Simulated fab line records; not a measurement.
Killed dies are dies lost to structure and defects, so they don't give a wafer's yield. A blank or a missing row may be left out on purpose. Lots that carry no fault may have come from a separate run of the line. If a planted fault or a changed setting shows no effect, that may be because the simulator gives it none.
What tool caused it? / flow sky130 / 18 wafers from 6 lots sampled at 3 of the route's 708 steps

## WHAT THE GAUGES READ, wafer by wafer
SKY_SONOS_ONO_THK_MEAS_05.
lot=L925; measured=day 12 08:13; on=film metro-02; SONOS_ONO_CVD_04_THK (nm)=5.70 5.70 5.67
lot=L927; measured=day 13 06:17; on=film metro-01; SONOS_ONO_CVD_04_THK (nm)=5.69 5.73 5.70
lot=L929; measured=day 13 20:55; on=film metro-02; SONOS_ONO_CVD_04_THK (nm)=5.65 5.80 5.75
lot=L931; measured=day 14 15:48; on=film metro-01; SONOS_ONO_CVD_04_THK (nm)=5.86 5.86 5.89
lot=L933; measured=day 15 05:38; on=film metro-02; SONOS_ONO_CVD_04_THK (nm)=5.90 5.73 5.78
lot=L938; measured=day 16 22:50; on=film metro-01; SONOS_ONO_CVD_04_THK (nm)=7.14 7.04 7.21

## TOOL THAT RAN EACH LOT (tool first, then ch and the chambers of the sampled wafers, then the start)
lot=L925; SKY_VT_ADJUST_HVTR_STRIP_10=plasma asher-02 ch 0,1, day 10 05:41; SKY_SONOS_ONO_CVD_04=lpcvd-03 ch 0, day 12 06:56
lot=L927; SKY_VT_ADJUST_HVTR_STRIP_10=plasma asher-02 ch 0,1, day 10 23:04; SKY_SONOS_ONO_CVD_04=lpcvd-03 ch 1, day 13 05:01
lot=L929; SKY_VT_ADJUST_HVTR_STRIP_10=plasma asher-01 ch 0,1, day 11 13:58; SKY_SONOS_ONO_CVD_04=lpcvd-03 ch 1, day 13 19:40
lot=L931; SKY_VT_ADJUST_HVTR_STRIP_10=plasma asher-02 ch 0,1, day 12 06:16; SKY_SONOS_ONO_CVD_04=lpcvd-03 ch 1, day 14 13:55
lot=L933; SKY_VT_ADJUST_HVTR_STRIP_10=plasma asher-04 ch 0,1, day 12 19:22; SKY_SONOS_ONO_CVD_04=lpcvd-03 ch 0, day 15 04:23
lot=L938; SKY_VT_ADJUST_HVTR_STRIP_10=plasma asher-04 ch 0,1, day 14 08:39; SKY_SONOS_ONO_CVD_04=lpcvd-03 ch 1, day 16 21:35
- SKY_VT_ADJUST_HVTR_STRIP_10: strips in O2/N2.
- SKY_SONOS_ONO_CVD_04: deposits SiO2 from SiH4/N2O, target thk 5.7199 nm.

## THE ANSWER, worked out from the rows above alone
Rule: usual is defined by the lots themselves. Put in order of their means at a reading, lots are off if they are a third of the lots or fewer, leave a main group of 4 or more, and stand apart from it by a gap of 3 or more times the standard deviation of the main group's means; of several such gaps the widest counts. The tables above print the reading to a certain number of digits; a main group whose means all agree to those digits is not used. Also off: a lot with no number at a reading for which 4 or more lots have one. Where the step has rows for the other lots, those lots are counted as sound.
Off: at SKY_SONOS_ONO_THK_MEAS_05 (SONOS_ONO_CVD_04_THK), L938. The main group has a mean of 5.76 nm with a standard deviation of 0.067.
A tool fits if, at a process step before that reading, it ran every lot that is off, and no sound lot after the first of them. Those tools and the gauges at SKY_SONOS_ONO_THK_MEAS_05 are tried in the same way. Can't be told from this: 3 tools fit, plasma asher-04 at SKY_VT_ADJUST_HVTR_STRIP_10, lpcvd-03 at SKY_SONOS_ONO_CVD_04, film metro-01 at SKY_SONOS_ONO_THK_MEAS_05.

## WHAT THE SIMULATOR PUT IN
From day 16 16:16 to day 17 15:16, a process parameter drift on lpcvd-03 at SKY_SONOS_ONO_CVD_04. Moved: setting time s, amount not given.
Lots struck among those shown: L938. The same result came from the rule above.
